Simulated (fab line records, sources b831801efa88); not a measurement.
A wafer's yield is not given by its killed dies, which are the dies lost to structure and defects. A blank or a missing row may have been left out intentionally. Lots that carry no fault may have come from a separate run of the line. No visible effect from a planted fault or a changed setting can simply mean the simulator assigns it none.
A struck lot beside a sound one :: flow sfq line :: 42 out of 325 route steps
Sound: these wafers, L732.1, L732.2, L732.5. Struck: wafers L739.3, L739.5, L739.6. The cause is given at the end.
Each step with rows lists, per side, the tool, then ch with its chambers, then its first start. Under that, the readings that differ: sound wafers :: struck wafers :: difference of the means :: sigmas: that difference in standard deviations of wafers without a fault.
alike: readings with means less than 2 such deviations apart, plus words and numbers identical on both sides. not compared: withheld readings, readings lacking a value on some wafer, bounds such as >300 that could conceal the same value, and numbers that have no deviation in the record and whose values overlap.
A row with sigmas, a row that says differs or no value, or rows on one side alone: a step with any of these is where the two part. Non-overlapping numbers with no deviation appear without sigmas and do not part them. A reading that every wafer of one side lacks parts them only if that side has two wafers or more.

first, 3 steps without rows for these wafers: SFQ_TRILAYER_I4_VIA_STRIP_STRIP_107 (strips in O2); SFQ_TRILAYER_I4_VIA_STRIP_SOLV_CLEAN_108 (cleans in NMP, time 600 s); SFQ_TRILAYER_JJ_TRILAYER_DEP_PRE_CLEAN_113 (time 22.5 s).
SFQ_TRILAYER_JJ_TRILAYER_DEP_SPUTTER_109: material Nb, target thk 150 nm, time 100 s.
  sound on pvd sputter-04, day 53 20:32; struck on pvd sputter-06, day 65 06:40
  alike: throttle valve pct
then, 3 steps without rows for these wafers: SFQ_TRILAYER_JJ_TRILAYER_DEP_SPUTTER_110 (material Al, target thk 8 nm, time 10 s); SFQ_TRILAYER_JJ_TRILAYER_DEP_AL_OXIDATION_111 (oxidation time 600 s); SFQ_TRILAYER_JJ_TRILAYER_DEP_SPUTTER_112 (material Nb, target thk 170 nm, time 113.3 s).
SFQ_JJ_RS_MEAS_929: measures by four-point-probe.
  sound on film metro-04, day 53 21:43; struck on film metro-04, day 65 07:53
  alike: JJ_NB_RS
then, 3 steps without rows for these wafers: SFQ_TRILAYER_JJ_CE_LITHO_COAT_119 (resist thk 62 nm); SFQ_TRILAYER_JJ_CE_LITHO_COAT_114 (resist thk 608.3 nm); SFQ_TRILAYER_JJ_CE_LITHO_SOFTBAKE_118.
SFQ_TRILAYER_JJ_CE_LITHO_EXPOSE_115: exposes mask J5, target cd 700 nm.
  sound on krf scanner-01 ch 0, day 53 22:39; struck on krf scanner-01 ch 0, day 65 13:28
reading: exposure dose mJ cm2
sound: 14.414 14.405 14.411
struck: 14.740 14.738 14.721
difference: +0.323
sigmas: +25
  alike: mask, focus offset nm, stage vel mm s
then, 2 steps without rows for these wafers: SFQ_TRILAYER_JJ_CE_LITHO_PEB_117 (peb time 60 s); SFQ_TRILAYER_JJ_CE_LITHO_DEVELOP_116 (time 60 s).
SFQ_JJ_OVL_MEAS_931:
  sound on overlay-02, day 54 00:09; struck on overlay-01, day 65 14:34
  alike: J5_OVL
next, for these wafers, 1 step has no rows: SFQ_TRILAYER_JJ_CE_METRO_MEASURE_117.
SFQ_TRILAYER_JJ_CE_BARC_OPEN_RIE_150: chemistry O2, target BARC, target depth 240 nm, time 80 s.
  sound on rie metal-04 ch 1, day 54 01:23; struck on rie metal-04 ch 0,1, day 65 15:49
reading: model.JJ.cd nm (nm)
sound: 699.3 699.3 699.1
struck: 697.3 697.7 697.4
difference: -1.8
sigmas: 
  alike: drypump motor current A, oes product au
  not compared: rf hours counter h
SFQ_TRILAYER_JJ_CE_ETCH_RIE_118: chemistry SF6, target Nb, stops on Al2O3, time 97.7 s, target depth 170 nm.
  sound on rie metal-04 ch 1, day 54 01:34; struck on rie metal-04 ch 0,1, day 65 15:55
reading: model.JJ.cd nm (nm)
sound: 699.4 698.9 698.9
struck: 696.7 696.5 696.4
difference: -2.5
sigmas: 
  alike: drypump motor current A, oes product au
  not compared: rf hours counter h
next, for these wafers, 1 step has no rows: SFQ_TRILAYER_JJ_ANODIZE_ANODIZE_119.
SFQ_TRILAYER_JJ_CE_STRIP_STRIP_120: strips in O2.
  sound on rie metal-02 ch 0,1, day 54 02:17; struck on rie metal-01 ch 0,1, day 65 17:11
  alike: drypump motor current A, oes product au
  not compared: rf hours counter h
then, 7 steps without rows for these wafers: SFQ_TRILAYER_JJ_CE_STRIP_SOLV_CLEAN_121 (cleans in NMP, time 600 s); SFQ_TRILAYER_M5_LITHO_COAT_128 (resist thk 62 nm); SFQ_TRILAYER_M5_LITHO_COAT_123 (resist thk 600 nm); SFQ_TRILAYER_M5_LITHO_SOFTBAKE_127; SFQ_TRILAYER_M5_LITHO_EXPOSE_124 (exposes mask M5, target cd 700 nm); SFQ_TRILAYER_M5_LITHO_PEB_126 (peb time 60 s); SFQ_TRILAYER_M5_LITHO_DEVELOP_125 (time 60 s).
SFQ_M5_OVL_MEAS_932:
  sound on overlay-02, day 59 01:21; struck on overlay-01, day 65 20:02
reading: M5_OVL (nm)
sound: -10 -3 -12
struck: 11 8 -3
difference: +14
sigmas: +2
SFQ_TRILAYER_M5_BARC_OPEN_METAL_ETCH_161: etches BARC in O2, target depth 125 nm, time 41.7 s.
  sound on rie metal-04 ch 0,1, day 59 01:23; struck on rie metal-01 ch 0,1, day 65 20:04
  alike: drypump motor current A, oes product au
  not compared: rf hours counter h
then, 1 step without rows for these wafers: SFQ_TRILAYER_M5_ETCH_METAL_ETCH_126 (etches Nb in Cl2/BCl3, stops on SiO2, time 203.2 s, target depth 265 nm).
SFQ_TRILAYER_M5_STRIP_STRIP_127: strips in O2.
  sound on rie metal-04 ch 0,1, day 59 01:44; struck on rie metal-01 ch 0,1, day 65 20:31
  alike: drypump motor current A, oes product au
  not compared: rf hours counter h
then, 3 steps without rows for these wafers: SFQ_TRILAYER_M5_STRIP_SOLV_CLEAN_128 (cleans in NMP, time 600 s); SFQ_TRILAYER_A5B_DEP_PECVD_129 (deposits SiO2 from SiH4/N2O, time 133.33 s, target thk 600 nm); SFQ_TRILAYER_A5B_CMP_CMP_130 (polishes, stops on Nb, target thk 340.7 nm).
SFQ_TRILAYER_A5B_METRO_MEASURE_131:
  sound on film metro-03, day 59 06:50; struck on film metro-02, day 66 00:45
  alike: thk nm
then, 3 steps without rows for these wafers: SFQ_TRILAYER_R5_DEP_SPUTTER_132 (material Ti, target thk 5 nm, time 5 s); SFQ_TRILAYER_R5_DEP_SPUTTER_133 (material MoNx, target thk 40 nm, time 66.7 s); SFQ_TRILAYER_R5_DEP_SPUTTER_134 (material Ti, target thk 5 nm, time 5 s).
SFQ_R5_RS_MEAS_933: measures by four-point-probe.
  sound on film metro-01, day 59 08:07; struck on film metro-01, day 66 01:41
  alike: R5_MONX_RS
SFQ_R5_THK_MEAS_934: measures by xrf.
  sound on film metro-01, day 59 08:14; struck on film metro-01, day 66 01:47
reading: R5_MONX_THK (nm)
sound: 41.0 40.9 41.2
struck: 39.8 39.8 39.3
difference: -1.4
sigmas: -3
then, 1 step without rows for these wafers: SFQ_TRILAYER_R5_LITHO_COAT_141 (resist thk 62 nm).
-- the record jumps here: 24 days lie between the struck wafers' starts before and after --
SFQ_M8_BOW_MEAS_951:
  sound on film metro-03, day 88 17:58; struck on film metro-04, day 90 07:03
reading: model.etest.jj.g times
sound: 0.9981 0.9967 0.9968
struck: 0.9905 0.99 0.9897
difference: -0.0071
sigmas: 
  alike: M8_BOW

## WHERE THEY PART
Last at SFQ_R5_THK_MEAS_934 as far as this record goes, first at SFQ_TRILAYER_JJ_CE_LITHO_EXPOSE_115. Later steps at which nothing parts them and some readings are alike: SFQ_M8_BOW_MEAS_951.

WHY: whatever the simulator had introduced
Process parameters drifting: krf scanner-01 at SFQ_TRILAYER_JJ_CE_LITHO_EXPOSE_115, beginning at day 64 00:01. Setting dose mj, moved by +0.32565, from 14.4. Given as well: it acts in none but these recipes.
